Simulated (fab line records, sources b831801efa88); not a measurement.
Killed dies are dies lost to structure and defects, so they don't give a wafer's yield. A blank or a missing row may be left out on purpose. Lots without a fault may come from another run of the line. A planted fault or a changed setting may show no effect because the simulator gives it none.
fab line records | flow gf180mcu
record lots=5 wafers=15 last_day=34
route steps=602 shown VT_IMPLANT@105 MVSD@136 NWELL@137 LVPWELL@138 MVPSD@139 DUAL_GATE@141
lots that met no fault: from a run of the same line without faults
start_h: hours from the record's first day to the start of the lot's first wafer shown | wait_h: hours since the lot's step before | " the same as in the row above | L1.1+2: a row that stands for several wafers | - no value, or no start given | * or withheld: withheld | < > ~ a bound
route shown NAME@n: a module of which the file shows steps, and the number in the route of the first | usual: mean/standard deviation of fault-free wafers | same: alike in all rows | chamber/n: place in a boat | sites: the reading at each site | _std_site: their standard deviation | _edge_site: outer sites' mean less inner sites' | radius_mm: how far each site lies from the wafer's centre | mask NAME#n: copy n | behind: the tool/chamber that last shaped the wafer | hold: why the lot was held/for how many hours/how that ended | device: the transistor (n, p or np) that didn't switch | end of line: the same wafers' tests at the end of the route | a step without rows: its recipe alone | killed: dies lost to structure and defects at the first sort, not the wafer's yield | map: a wafer's dies, x killed, . not, _ none there
set.NAME: the setting as run; set.NAME@STEP: as run at that earlier step | model.NAME: the simulator's own value behind a step, which no gauge read
lots at some steps of the route; a table a step, a row a wafer
services: from which hour (start_h, from the record's first day; less than 0 if before it) a tool's chamber was out of use, for how many hours, and why
## steps
# step GF_VT_IMPLANT_EXPOSE_15
# recipe mask_id=Nwell_LV_AREA target_cd_nm=860 na=0.6 source_shape=conventional sigma_outer=0.6 dose_mj=140
# columns lot.wafer tool chamber start_h wait_h mask
L078.1+5+6 iline_stepper-02 0 - - Nwell_LV_AREA#0
L079.1+2+4 iline_stepper-02 0 - - Nwell_LV_AREA#0
L082.4+5+6 iline_stepper-01 0 - - Nwell_LV_AREA#0
L090.3+4+6 iline_stepper-01 0 - - Nwell_LV_AREA#0
L096.1+5+6 iline_stepper-01 0 - - Nwell_LV_AREA#0
# step GF_VT_IMPLANT_PEB_16
# recipe temp_c=withheld time_s=* resist=NOVOLAK
# columns lot.wafer tool chamber start_h wait_h
L078.1+5+6 litho_track-01 0 - -
L079.1+2+4 litho_track-03 0 - -
L082.4+5+6 litho_track-02 0 - -
L090.3+4+6 litho_track-03 0 - -
L096.1+5+6 litho_track-01 0 - -
# step GF_VT_IMPLANT_DEVELOP_17
# recipe develop_time_s=60 dev_temp_c=23
# columns lot.wafer tool chamber start_h wait_h
L078.1+5+6 litho_track-01 0 156.91 0.1
L079.1+2+4 litho_track-03 0 160.41 0.1
L082.4+5+6 litho_track-02 0 178.55 0.1
L090.3+4+6 litho_track-03 0 230.41 0.1
L096.1+5+6 litho_track-01 0 265.91 0.1
# step GF_VT_IMPLANT_OVL_MEAS_18
# usual VT_IMPLANT_01_OVL=-0.2/1.6
# columns lot.wafer tool chamber start_h wait_h VT_IMPLANT_01_OVL[nm]
L078.1 overlay-02 - 157.06 0.1 -1.5
L078.5 " - " " 0.7
L078.6 " - " " -1.1
L079.1 overlay-01 - 160.56 0.1 0.1
L079.2 " - " " 1.6
L079.4 " - " " 0.6
L082.4 overlay-01 - 178.65 0.1 -2.1
L082.5 " - " " -1.3
L082.6 " - " " -1.0
L090.3 overlay-02 - 230.52 0.1 0.1
L090.4 " - " " 1.0
L090.6 " - " " -1.4
L096.1 overlay-01 - 266.06 0.1 -0.7
L096.5 " - " " -1.1
L096.6 " - " " -1.5
# step GF_VT_IMPLANT_IMPLANT_19
# recipe species=As energy_kev=100 dose_cm2=4.35e+12 tilt_deg=7
# usual beam_on_s=10.00/0.2
# columns lot.wafer tool chamber start_h wait_h beam_on_s
L078.1 implanter-01 0 157.09 0.0 9.93
L078.5 " 0 " " 9.91
L078.6 " 0 " " 10.14
L079.1 implanter-03 0 160.60 0.0 10.20
L079.2 " 0 " " 10.14
L079.4 " 0 " " 9.95
L082.4 implanter-01 0 178.74 0.1 10.16
L082.5 " 0 " " 10.00
L082.6 " 0 " " 10.04
L090.3 implanter-04 0 230.60 0.1 9.90
L090.4 " 0 " " 10.21
L090.6 " 0 " " 10.11
L096.1 implanter-04 0 266.09 0.0 9.91
L096.5 " 0 " " 9.97
L096.6 " 0 " " 10.18
# step GF_VT_IMPLANT_STRIP_20
# recipe chemistry=O2/N2 power_w=1400 pressure_mtorr=1500 platen_temp_c=250 o2_flow_sccm=3000 n2_flow_sccm=300 overash_fraction=0.5
# usual drypump_motor_current_A=5.5/0.41 heater_power_w=325/25 oes_product_au=0.716/0.0051 strip_time_to_endpoint_s=12.637/0.027
# same overash_fraction=0.5
# columns lot.wafer tool chamber start_h wait_h drypump_motor_current_A heater_power_w oes_product_au rf_hours_counter_h strip_time_to_endpoint_s
L078.1 plasma_asher-03 1 157.24 0.1 5.9 272 0.714 49 12.648
L078.5 " 0 " " 5.0 334 0.710 - 12.672
L078.6 " 1 " " 5.9 274 0.714 - 12.619
L079.1 plasma_asher-02 0 160.75 0.1 5.5 313 0.721 5 12.643
L079.2 " 1 " " 6.0 343 0.712 5 12.619
L079.4 " 0 " " 5.5 308 0.722 - 12.626
L082.4 plasma_asher-02 0 178.85 0.1 5.5 301 0.714 - 12.620
L082.5 " 0 " " 5.5 311 0.713 - 12.616
L082.6 " 1 " " 6.0 346 0.712 - 12.652
L090.3 plasma_asher-04 1 230.73 0.1 5.4 346 0.713 - 12.686
L090.4 " 0 " " 5.0 328 0.717 - 12.685
L090.6 " 0 " " 5.0 322 0.714 - 12.645
L096.1 plasma_asher-03 0 266.24 0.1 5.0 335 0.716 60 12.669
L096.5 " 0 " " 5.0 328 0.717 - 12.626
L096.6 " 1 " " 5.9 284 0.715 - 12.610
# step GF_VT_IMPLANT_TW_MEAS_21
# usual VT_IMPLANT_2_TW=1212/5.4
# columns lot.wafer tool chamber start_h wait_h VT_IMPLANT_2_TW
L078.1 film_metro-02 - 157.34 0.1 1214
L078.5 " - " " 1201
L078.6 " - " " 1210
L079.1 film_metro-01 - 160.85 0.1 1214
L079.2 " - " " 1211
L079.4 " - " " 1210
L082.4 film_metro-02 - 178.95 0.1 1203
L082.5 " - " " 1202
L082.6 " - " " 1208
L090.3 film_metro-03 - 230.82 0.1 1209
L090.4 " - " " 1209
L090.6 " - " " 1213
L096.1 film_metro-02 - 266.34 0.1 1202
L096.5 " - " " 1216
L096.6 " - " " 1209
# step GF_VT_IMPLANT_DEHYDRATE_22
# recipe temp_c=200 time_s=60
# usual heater_power_total_W=160.38/0.12
# columns lot.wafer tool chamber start_h wait_h heater_power_total_W
L078.1 litho_track-02 0 165.08 7.7 160.35
L078.5 " 0 " " 160.50
L078.6 " 0 " " 160.33
L079.1 litho_track-01 0 168.56 7.7 160.19
L079.2 " 0 " " 160.44
L079.4 " 0 " " 160.43
L082.4 litho_track-03 0 186.49 7.5 160.51
L082.5 " 0 " " 160.24
L082.6 " 0 " " 160.25
L090.3 litho_track-03 0 239.76 8.9 160.55
L090.4 " 0 " " 160.41
L090.6 " 0 " " 160.34
L096.1 litho_track-02 0 275.43 9.1 160.48
L096.5 " 0 " " 160.36
L096.6 " 0 " " 160.37
# step GF_VT_IMPLANT_HMDS_23
# recipe prime_time_s=60 prime_temp_c=120
# usual prime_temp_c=120.00/0.13
# columns lot.wafer tool chamber start_h wait_h prime_temp_c
L078.1 litho_track-02 0 165.23 0.1 120.23
L078.5 " 0 " " 119.92
L078.6 " 0 " " 119.77
L079.1 litho_track-01 0 168.71 0.1 120.00
L079.2 " 0 " " 120.07
L079.4 " 0 " " 120.14
L082.4 litho_track-03 0 186.64 0.1 119.99
L082.5 " 0 " " 120.01
L082.6 " 0 " " 120.14
L090.3 litho_track-03 0 239.91 0.1 120.01
L090.4 " 0 " " 120.03
L090.6 " 0 " " 119.97
L096.1 litho_track-02 0 275.58 0.1 119.98
L096.5 " 0 " " 119.97
L096.6 " 0 " " 119.95
# step GF_VT_IMPLANT_COAT_24
# recipe resist=NOVOLAK spin_rpm=3000 resist_thk_nm=1000
# columns lot.wafer tool chamber start_h wait_h
L078.1+5+6 litho_track-02 0 165.38 0.1
L079.1+2+4 litho_track-01 0 168.86 0.1
L082.4+5+6 litho_track-03 0 186.79 0.1
L090.3+4+6 litho_track-03 0 240.06 0.1
L096.1+5+6 litho_track-02 0 275.73 0.1
# step GF_VT_IMPLANT_SOFTBAKE_25
# recipe temp_c=90 time_s=60 resist=NOVOLAK
# usual heater_power_total_W=56.60/0.04
# columns lot.wafer tool chamber start_h wait_h heater_power_total_W
L078.1 litho_track-02 0 165.53 0.1 56.50
L078.5 " 0 " " 56.69
L078.6 " 0 " " 56.65
L079.1 litho_track-01 0 169.01 0.1 56.61
L079.2 " 0 " " 56.63
L079.4 " 0 " " 56.63
L082.4 litho_track-03 0 186.94 0.1 56.61
L082.5 " 0 " " 56.58
L082.6 " 0 " " 56.60
L090.3 litho_track-03 0 240.21 0.1 56.60
L090.4 " 0 " " 56.58
L090.6 " 0 " " 56.57
L096.1 litho_track-02 0 275.88 0.1 56.51
L096.5 " 0 " " 56.61
L096.6 " 0 " " 56.57
# step GF_VT_IMPLANT_EXPOSE_26
# recipe mask_id=LVPWELL_HV_AREA target_cd_nm=860 na=0.6 source_shape=conventional sigma_outer=0.6 dose_mj=140
# columns lot.wafer tool chamber start_h wait_h mask
L078.1+5+6 iline_stepper-02 0 - - LVPWELL_HV_AREA#0
L079.1+2+4 iline_stepper-02 0 - - LVPWELL_HV_AREA#0
L082.4+5+6 iline_stepper-02 0 - - LVPWELL_HV_AREA#0
L090.3+4+6 iline_stepper-02 0 - - LVPWELL_HV_AREA#0
L096.1+5+6 iline_stepper-01 0 - - LVPWELL_HV_AREA#0
# step GF_VT_IMPLANT_PEB_27
# recipe temp_c=withheld time_s=* resist=NOVOLAK
# columns lot.wafer tool chamber start_h wait_h
L078.1+5+6 litho_track-02 0 - -
L079.1+2+4 litho_track-03 0 - -
L082.4+5+6 litho_track-03 0 - -
L090.3+4+6 litho_track-03 0 - -
L096.1+5+6 litho_track-01 0 - -
# step GF_VT_IMPLANT_DEVELOP_28
# recipe develop_time_s=60 dev_temp_c=23
# columns lot.wafer tool chamber start_h wait_h
L078.1+5+6 litho_track-02 0 173.13 0.1
L079.1+2+4 litho_track-03 0 177.26 0.1
L082.4+5+6 litho_track-03 0 195.54 0.1
L090.3+4+6 litho_track-03 0 248.91 0.1
L096.1+5+6 litho_track-01 0 285.76 0.1
# step GF_VT_IMPLANT_OVL_MEAS_29
# usual VT_IMPLANT_02_OVL=-0.1/1.3
# columns lot.wafer tool chamber start_h wait_h VT_IMPLANT_02_OVL[nm]
L078.1 overlay-01 - 173.28 0.1 -0.3
L078.5 " - " " 0.7
L078.6 " - " " 0.6
L079.1 overlay-01 - 177.41 0.1 0.5
L079.2 " - " " 0.7
L079.4 " - " " -0.4
L082.4 overlay-02 - 195.63 0.1 1.0
L082.5 " - " " 0.8
L082.6 " - " " 1.9
L090.3 overlay-02 - 249.02 0.1 -0.3
L090.4 " - " " 0.2
L090.6 " - " " -0.3
L096.1 overlay-01 - 285.91 0.1 0.8
L096.5 " - " " -0.1
L096.6 " - " " 1.6
# step GF_VT_IMPLANT_IMPLANT_30
# recipe species=B energy_kev=25 dose_cm2=2.534e+12 tilt_deg=7
# usual beam_on_s=10.04/0.2
# columns lot.wafer tool chamber start_h wait_h beam_on_s
L078.1 implanter-03 0 173.32 0.0 10.01
L078.5 " 0 " " 10.14
L078.6 " 0 " " 10.08
L079.1 implanter-03 0 177.45 0.0 9.85
L079.2 " 0 " " 9.75
L079.4 " 0 " " 10.00
L082.4 implanter-04 0 195.72 0.1 10.01
L082.5 " 0 " " 9.78
L082.6 " 0 " " 10.25
L090.3 implanter-01 0 249.10 0.1 9.85
L090.4 " 0 " " 10.14
L090.6 " 0 " " 10.17
L096.1 implanter-01 0 285.94 0.0 10.30
L096.5 " 0 " " 9.99
L096.6 " 0 " " 9.91
# step GF_VT_IMPLANT_STRIP_31
# recipe chemistry=O2/N2 power_w=1400 pressure_mtorr=1500 platen_temp_c=250 o2_flow_sccm=3000 n2_flow_sccm=300 overash_fraction=0.5
# usual drypump_motor_current_A=5.5/0.39 heater_power_w=327/24 oes_product_au=0.716/0.0043 strip_time_to_endpoint_s=12.637/0.028
# same overash_fraction=0.5
# columns lot.wafer tool chamber start_h wait_h drypump_motor_current_A heater_power_w oes_product_au rf_hours_counter_h strip_time_to_endpoint_s
L078.1 plasma_asher-02 0 173.47 0.1 5.6 310 0.719 6 12.641
L078.5 " 0 " " 5.6 309 0.714 - 12.604
L078.6 " 1 " " 6.0 352 0.717 - 12.637
L079.1 plasma_asher-02 0 177.60 0.1 5.6 315 0.717 6 12.656
L079.2 " 1 " " 6.0 347 0.716 6 12.655
L079.4 " 0 " " 5.6 301 0.717 - 12.655
L082.4 plasma_asher-02 1 195.83 0.1 5.9 354 0.720 - 12.606
L082.5 " 1 " " 5.9 356 0.720 - 12.602
L082.6 " 0 " " 5.5 306 0.710 - 12.569
L090.3 plasma_asher-04 0 249.23 0.1 5.0 328 0.717 - 12.562
L090.4 " 1 " " 5.4 346 0.725 - 12.631
L090.6 " 0 " " 5.0 333 0.716 - 12.650
L096.1 plasma_asher-02 1 286.09 0.1 6.0 348 0.711 16 12.690
L096.5 " 1 " " 6.0 353 0.721 - 12.641
L096.6 " 0 " " 5.6 306 0.712 - 12.605
# step GF_VT_IMPLANT_TW_MEAS_32
# usual VT_IMPLANT_3_TW=268.3/1.2
# columns lot.wafer tool chamber start_h wait_h VT_IMPLANT_3_TW
L078.1 film_metro-03 - 173.57 0.1 269.7
L078.5 " - " " 268.2
L078.6 " - " " 267.7
L079.1 film_metro-03 - 177.70 0.1 268.1
L079.2 " - " " 267.3
L079.4 " - " " 267.6
L082.4 film_metro-01 - 195.93 0.1 267.0
L082.5 " - " " 267.1
L082.6 " - " " 268.6
L090.3 film_metro-02 - 249.32 0.1 269.8
L090.4 " - " " 269.6
L090.6 " - " " 268.1
L096.1 film_metro-02 - 286.19 0.1 267.5
L096.5 " - " " 269.1
L096.6 " - " " 269.0
# step GF_VT_IMPLANT_DEHYDRATE_33
# recipe temp_c=200 time_s=60
# usual heater_power_total_W=160.38/0.12
# columns lot.wafer tool chamber start_h wait_h heater_power_total_W
L078.1 litho_track-03 0 181.66 8.1 160.48
L078.5 " 0 " " 160.33
L078.6 " 0 " " 160.14
L079.1 litho_track-01 0 185.46 7.7 160.37
L079.2 " 0 " " 160.40
L079.4 " 0 " " 160.33
L082.4 litho_track-02 0 204.15 8.2 160.36
L082.5 " 0 " " 160.15
L082.6 " 0 " " 160.54
L090.3 litho_track-03 0 258.71 9.4 160.34
L090.4 " 0 " " 160.22
L090.6 " 0 " " 160.38
L096.1 litho_track-01 0 295.06 8.9 160.42
L096.5 " 0 " " 160.53
L096.6 " 0 " " 160.40
# step GF_VT_IMPLANT_HMDS_34
# recipe prime_time_s=60 prime_temp_c=120
# usual prime_temp_c=120.02/0.13
# columns lot.wafer tool chamber start_h wait_h prime_temp_c
L078.1 litho_track-03 0 181.81 0.1 120.09
L078.5 " 0 " " 120.02
L078.6 " 0 " " 120.02
L079.1 litho_track-01 0 185.61 0.1 119.93
L079.2 " 0 " " 119.94
L079.4 " 0 " " 119.93
L082.4 litho_track-02 0 204.30 0.1 120.09
L082.5 " 0 " " 120.04
L082.6 " 0 " " 120.26
L090.3 litho_track-03 0 258.86 0.1 119.88
L090.4 " 0 " " 120.05
L090.6 " 0 " " 120.11
L096.1 litho_track-01 0 295.21 0.1 120.10
L096.5 " 0 " " 120.00
L096.6 " 0 " " 120.01
# step GF_VT_IMPLANT_COAT_35
# recipe resist=NOVOLAK spin_rpm=3000 resist_thk_nm=1000
# columns lot.wafer tool chamber start_h wait_h
L078.1+5+6 litho_track-03 0 181.96 0.1
L079.1+2+4 litho_track-01 0 185.76 0.1
L082.4+5+6 litho_track-02 0 204.45 0.1
L090.3+4+6 litho_track-03 0 259.01 0.1
L096.1+5+6 litho_track-01 0 295.36 0.1
# step GF_VT_IMPLANT_SOFTBAKE_36
# recipe temp_c=90 time_s=60 resist=NOVOLAK
# usual heater_power_total_W=56.60/0.048
# columns lot.wafer tool chamber start_h wait_h heater_power_total_W
L078.1 litho_track-03 0 182.11 0.1 56.69
L078.5 " 0 " " 56.63
L078.6 " 0 " " 56.63
L079.1 litho_track-01 0 185.91 0.1 56.52
L079.2 " 0 " " 56.62
L079.4 " 0 " " 56.62
L082.4 litho_track-02 0 204.60 0.1 56.67
L082.5 " 0 " " 56.54
L082.6 " 0 " " 56.55
L090.3 litho_track-03 0 259.16 0.1 56.54
L090.4 " 0 " " 56.46
L090.6 " 0 " " 56.57
L096.1 litho_track-01 0 295.51 0.1 56.67
L096.5 " 0 " " 56.61
L096.6 " 0 " " 56.56
# step GF_VT_IMPLANT_EXPOSE_37
# recipe mask_id=Nwell_HV_AREA target_cd_nm=860 na=0.6 source_shape=conventional sigma_outer=0.6 dose_mj=140
# columns lot.wafer tool chamber start_h wait_h mask
L078.1+5+6 iline_stepper-01 0 - - Nwell_HV_AREA#0
L079.1+2+4 iline_stepper-02 0 - - Nwell_HV_AREA#0
L082.4+5+6 iline_stepper-01 0 - - Nwell_HV_AREA#0
L090.3+4+6 iline_stepper-01 0 - - Nwell_HV_AREA#0
L096.1+5+6 iline_stepper-02 0 - - Nwell_HV_AREA#0
# step GF_VT_IMPLANT_PEB_38
# recipe temp_c=withheld time_s=* resist=NOVOLAK
# columns lot.wafer tool chamber start_h wait_h
L078.1+5+6 litho_track-01 0 - -
L079.1+2+4 litho_track-03 0 - -
L082.4+5+6 litho_track-01 0 - -
L090.3+4+6 litho_track-02 0 - -
L096.1+5+6 litho_track-01 0 - -
# step GF_VT_IMPLANT_DEVELOP_39
# recipe develop_time_s=60 dev_temp_c=23
# columns lot.wafer tool chamber start_h wait_h
L078.1+5+6 litho_track-01 0 190.26 0.1
L079.1+2+4 litho_track-03 0 194.56 0.1
L082.4+5+6 litho_track-01 0 213.38 0.1
L090.3+4+6 litho_track-02 0 268.03 0.1
L096.1+5+6 litho_track-01 0 304.96 0.1
# step GF_VT_IMPLANT_OVL_MEAS_40
# usual VT_IMPLANT_03_OVL=0.3/1.3
# columns lot.wafer tool chamber start_h wait_h VT_IMPLANT_03_OVL[nm]
L078.1 overlay-02 - 190.41 0.1 1.7
L078.5 " - " " 0.8
L078.6 " - " " 1.2
L079.1 overlay-01 - 194.71 0.1 0.2
L079.2 " - " " -0.6
L079.4 " - " " -0.2
L082.4 overlay-01 - 213.48 0.1 -0.6
L082.5 " - " " -2.0
L082.6 " - " " -1.6
L090.3 overlay-02 - 268.14 0.1 0.3
L090.4 " - " " 1.4
L090.6 " - " " 1.0
L096.1 overlay-01 - 305.11 0.1 -1.1
L096.5 " - " " 0.4
L096.6 " - " " 2.1
# step GF_VT_IMPLANT_IMPLANT_41
# recipe species=As energy_kev=70 dose_cm2=1.013e+12 tilt_deg=7
# usual beam_on_s=9.99/0.21
# columns lot.wafer tool chamber start_h wait_h beam_on_s
L078.1 implanter-03 0 190.44 0.0 10.07
L078.5 " 0 " " 10.04
L078.6 " 0 " " 9.94
L079.1 implanter-01 0 194.75 0.0 10.10
L079.2 " 0 " " 10.03
L079.4 " 0 " " 9.69
L082.4 implanter-04 0 213.57 0.1 10.34
L082.5 " 0 " " 10.31
L082.6 " 0 " " 9.92
L090.3 implanter-01 0 268.21 0.1 9.71
L090.4 " 0 " " 9.64
L090.6 " 0 " " 9.97
L096.1 implanter-01 0 305.14 0.0 9.92
L096.5 " 0 " " 10.09
L096.6 " 0 " " 9.56
# step GF_VT_IMPLANT_STRIP_42
# recipe chemistry=O2/N2 power_w=1400 pressure_mtorr=1500 platen_temp_c=250 o2_flow_sccm=3000 n2_flow_sccm=300 overash_fraction=0.5
# usual drypump_motor_current_A=5.5/0.42 heater_power_w=321/28 oes_product_au=0.716/0.0044 strip_time_to_endpoint_s=12.64/0.038
# same overash_fraction=0.5
# columns lot.wafer tool chamber start_h wait_h drypump_motor_current_A heater_power_w oes_product_au rf_hours_counter_h strip_time_to_endpoint_s
L078.1 plasma_asher-04 1 190.59 0.1 5.4 354 0.717 39 12.67
L078.5 " 0 " " 5.0 324 0.714 - 12.70
L078.6 " 1 " " 5.4 349 0.715 - 12.68
L079.1 plasma_asher-03 0 194.90 0.1 4.9 341 0.719 52 12.66
L079.2 " 1 " " 5.9 270 0.707 52 12.59
L079.4 " 1 " " 5.9 276 0.719 - 12.62
L082.4 plasma_asher-03 1 213.68 0.1 5.9 279 0.722 - 12.68
L082.5 " 1 " " 5.8 275 0.706 - 12.64
L082.6 " 0 " " 4.9 335 0.720 - 12.64
L090.3 plasma_asher-03 1 268.35 0.1 5.9 290 0.706 - 12.60
L090.4 " 0 " " 5.0 331 0.720 - 12.58
L090.6 " 1 " " 5.9 275 0.713 - 12.60
L096.1 plasma_asher-02 0 305.29 0.1 5.5 303 0.717 18 12.57
L096.5 " 0 " " 5.5 307 0.716 - 12.57
L096.6 " 1 " " 6.0 346 0.717 - 12.61
# step GF_VT_IMPLANT_TW_MEAS_43
# usual VT_IMPLANT_4_TW=690/3.6
# columns lot.wafer tool chamber start_h wait_h VT_IMPLANT_4_TW
L078.1 film_metro-01 - 190.69 0.1 691
L078.5 " - " " 692
L078.6 " - " " 691
L079.1 film_metro-01 - 195.00 0.1 690
L079.2 " - " " 694
L079.4 " - " " 692
L082.4 film_metro-01 - 213.77 0.1 691
L082.5 " - " " 691
L082.6 " - " " 688
L090.3 film_metro-02 - 268.43 0.1 683
L090.4 " - " " 685
L090.6 " - " " 686
L096.1 film_metro-01 - 305.39 0.1 692
L096.5 " - " " 696
L096.6 " - " " 692
# step GF_VT_IMPLANT_CLEAN_44
# recipe chemistry=SC1/SC2 mix=1:4:20 temp_c=70 time_s=150 dry=n2_spin
# columns lot.wafer tool chamber start_h wait_h
L078.1+5+6 wet_bench-03 3 190.75 0.1
L079.1+2+4 wet_bench-01 1 195.06 0.1
L082.4+5+6 wet_bench-03 0 213.80 0.0
L090.3+4+6 wet_bench-03 3 268.47 0.0
L096.1+5+6 wet_bench-01 3 305.45 0.1
# step GF_VT_IMPLANT_RTA_45
# recipe temp_c=1050 time_s=30 ambient=N2
# usual lamp_power_pct=39.1/2.7 wafer_temp_C_max=1054.2/0.93
# columns lot.wafer tool chamber start_h wait_h lamp_power_pct wafer_temp_C_max
L078.1 rtp_anneal-01 0 190.80 0.0 41.0 1053.6
L078.5 " 0 " " 41.0 1054.0
L078.6 " 0 " " 41.1 1054.3
L079.1 rtp_anneal-02 0 195.11 0.0 35.4 1056.0
L079.2 " 0 " " 35.4 1052.7
L079.4 " 0 " " 35.3 1054.4
L082.4 rtp_anneal-02 0 213.90 0.1 35.4 1055.7
L082.5 " 0 " " 35.4 1054.0
L082.6 " 0 " " 35.4 1054.8
L090.3 rtp_anneal-01 0 268.56 0.0 41.0 1053.8
L090.4 " 0 " " 41.0 1054.3
L090.6 " 0 " " 41.0 1054.6
L096.1 rtp_anneal-01 0 305.50 0.0 41.0 1053.4
L096.5 " 0 " " 41.1 1052.9
L096.6 " 0 " " 41.0 1054.2
# step GF_VT_IMPLANT_RS_MEAS_46
# recipe thk_meas_gauge=four-point-probe
# usual MVSD_RS=456.7/1.3
# columns lot.wafer tool chamber start_h wait_h MVSD_RS[ohm/sq]
L078.1 film_metro-03 - 190.90 0.1 455.7
L078.5 " - " " 455.2
L078.6 " - " " 453.5
L079.1 film_metro-02 - 195.21 0.1 455.9
L079.2 " - " " 456.7
L079.4 " - " " 456.2
L082.4 film_metro-02 - 214.01 0.1 455.4
L082.5 " - " " 456.9
L082.6 " - " " 455.7
L090.3 film_metro-03 - 268.66 0.1 458.8
L090.4 " - " " 456.3
L090.6 " - " " 456.7
L096.1 film_metro-02 - 305.72 0.2 456.3
L096.5 " - " " 457.1
L096.6 " - " " 457.2
# step GF_VT_IMPLANT_RS_MEAS_47
# recipe thk_meas_gauge=four-point-probe
# usual NWELL_RS=487.8/1.3
# columns lot.wafer tool chamber start_h wait_h NWELL_RS[ohm/sq]
L078.1 film_metro-03 - 191.02 0.1 488.1
L078.5 " - " " 487.1
L078.6 " - " " 488.0
L079.1 film_metro-02 - 195.33 0.1 489.5
L079.2 " - " " 488.7
L079.4 " - " " 487.6
L082.4 film_metro-02 - 214.13 0.1 487.2
L082.5 " - " " 486.9
L082.6 " - " " 486.6
L090.3 film_metro-03 - 268.78 0.1 487.7
L090.4 " - " " 487.5
L090.6 " - " " 488.2
L096.1 film_metro-02 - 305.84 0.1 487.7
L096.5 " - " " 488.9
L096.6 " - " " 488.1
# step GF_VT_IMPLANT_RS_MEAS_48
# recipe thk_meas_gauge=four-point-probe
# usual LVPWELL_RS=1196.8/2.9
# columns lot.wafer tool chamber start_h wait_h LVPWELL_RS[ohm/sq]
L078.1 film_metro-03 - 191.14 0.1 1193.4
L078.5 " - " " 1195.3
L078.6 " - " " 1194.1
L079.1 film_metro-02 - 195.45 0.1 1194.1
L079.2 " - " " 1197.1
L079.4 " - " " 1197.0
L082.4 film_metro-02 - 214.25 0.1 1200.0
L082.5 " - " " 1199.4
L082.6 " - " " 1200.5
L090.3 film_metro-03 - 268.90 0.1 1195.3
L090.4 " - " " 1196.6
L090.6 " - " " 1198.1
L096.1 film_metro-02 - 305.96 0.1 1200.2
L096.5 " - " " 1201.1
L096.6 " - " " 1199.7
# step GF_VT_IMPLANT_RS_MEAS_49
# recipe thk_meas_gauge=four-point-probe
# usual MVPSD_RS=1168/3.2
# columns lot.wafer tool chamber start_h wait_h MVPSD_RS[ohm/sq]
L078.1 film_metro-03 - 191.26 0.1 1160
L078.5 " - " " 1160
L078.6 " - " " 1160
L079.1 film_metro-02 - 195.57 0.1 1169
L079.2 " - " " 1168
L079.4 " - " " 1170
L082.4 film_metro-02 - 214.37 0.1 1170
L082.5 " - " " 1168
L082.6 " - " " 1170
L090.3 film_metro-03 - 269.02 0.1 1168
L090.4 " - " " 1173
L090.6 " - " " 1169
L096.1 film_metro-02 - 306.08 0.1 1168
L096.5 " - " " 1168
L096.6 " - " " 1165
# step GF_VT_IMPLANT_WET_ETCH_50
# recipe chemistry=dHF target_depth_nm=20 target=SiO2 temp_c=25 dilution=100:1 time_s=400
# columns lot.wafer tool chamber start_h wait_h
L078.1+5+6 wet_bench-02 0 191.38 0.1
L079.1+2+4 wet_bench-02 2 195.69 0.1
L082.4+5+6 wet_bench-02 0 214.43 0.0
L090.3+4+6 wet_bench-02 3 269.10 0.1
L096.1+5+6 wet_bench-02 2 306.20 0.1
# step GF_DUAL_GATE_CLEAN_00
# recipe chemistry=SC1/SC2 mix=1:4:20 temp_c=70 time_s=150
# columns lot.wafer tool chamber start_h wait_h
L078.1+5+6 wet_bench-01 0 191.51 0.0
L079.1+2+4 wet_bench-03 0 195.82 0.0
L082.4+5+6 wet_bench-01 0 214.72 0.0
L090.3+4+6 wet_bench-01 3 269.25 0.0
L096.1+5+6 wet_bench-01 2 306.34 0.0
# step GF_DUAL_GATE_CLEAN_01
# recipe chemistry=dHF time_s=20 dilution=100:1 dry=ipa_marangoni
# columns lot.wafer tool chamber start_h wait_h
L078.1+5+6 wet_bench-02 2 191.56 0.0
L079.1+2+4 wet_bench-03 0 195.92 0.0
L082.4+5+6 wet_bench-03 0 214.77 0.0
L090.3+4+6 wet_bench-03 0 269.30 0.0
L096.1+5+6 wet_bench-02 3 306.39 0.0
# step GF_DUAL_GATE_OXIDATION_02
# recipe temp_c=900 ambient=O2 stabilise_s=600 purge_s=300 target_thk_a=108.87 ox_time_s=1602
# columns lot.wafer tool chamber start_h wait_h
L078.1+5+6 furnace-01 0 192.04 0.5
L079.1+2+4 furnace-02 0 196.51 0.6
L082.4+5+6 furnace-01 0 215.50 0.7
L090.3+4+6 furnace-01 0 270.28 1.0
L096.1+5+6 furnace-02 0 306.50 0.1
# step GF_DUAL_GATE_THK_MEAS_03
# recipe reads=SiO2_of_DUAL_GATE_OXIDATION_02
# usual DUAL_GATE_OXIDATION_00_THK=10.90/0.24
# columns lot.wafer tool chamber start_h wait_h DUAL_GATE_OXIDATION_00_THK[nm]
L078.1 film_metro-02 - 193.49 0.0 10.90
L078.5 " - " " 11.15
L078.6 " - " " 11.14
L079.1 film_metro-02 - 197.96 0.0 11.13
L079.2 " - " " 11.35
L079.4 " - " " 11.19
L082.4 film_metro-04 - 216.98 0.0 10.84
L082.5 " - " " 10.67
L082.6 " - " " 10.80
L090.3 film_metro-02 - 271.75 0.0 10.83
L090.4 " - " " 10.98
L090.6 " - " " 10.69
L096.1 film_metro-02 - 307.95 0.0 11.38
L096.5 " - " " 11.20
L096.6 " - " " 11.19
# step GF_DUAL_GATE_DEHYDRATE_04
# recipe temp_c=200 time_s=60
# usual heater_power_total_W=160.35/0.12
# columns lot.wafer tool chamber start_h wait_h heater_power_total_W
L078.1 litho_track-04 0 201.66 8.2 160.26
L078.5 " 0 " " 160.43
L078.6 " 0 " " 160.47
L079.1 litho_track-04 0 205.86 7.9 160.28
L079.2 " 0 " " 160.30
L079.4 " 0 " " 160.21
L082.4 litho_track-04 0 225.33 8.3 160.21
L082.5 " 0 " " 160.28
L082.6 " 0 " " 160.26
L090.3 litho_track-04 0 281.01 9.2 160.37
L090.4 " 0 " " 160.30
L090.6 " 0 " " 160.31
L096.1 litho_track-02 0 317.38 9.4 160.33
L096.5 " 0 " " 160.58
L096.6 " 0 " " 160.25
## services
# columns tool chamber start_h hours kind
iline_stepper-01 - 146.04 6.9 repair
plasma_asher-04 - 148.60 1.6 repair
iline_stepper-02 - 152.98 1.7 pm
iline_stepper-01 - 158.79 4.6 repair
plasma_asher-03 - 165.37 2.8 pm
iline_stepper-01 - 168.96 1.7 pm
wet_bench-02 - 203.18 1.8 repair
implanter-04 - 203.46 5.6 repair
furnace-01 - 212.38 3.1 pm
plasma_asher-02 - 222.65 13.7 repair
implanter-01 - 228.32 9.1 pm
iline_stepper-02 - 245.21 10.2 repair
plasma_asher-04 - 261.09 0.8 repair
furnace-02 - 268.80 5.4 pm
implanter-04 - 278.97 1.3 repair
furnace-01 - 287.67 3.4 pm
wet_bench-01 - 290.80 1.0 repair
implanter-01 - 292.43 3.1 repair
plasma_asher-03 - 304.62 1.8 repair
## key
fault none
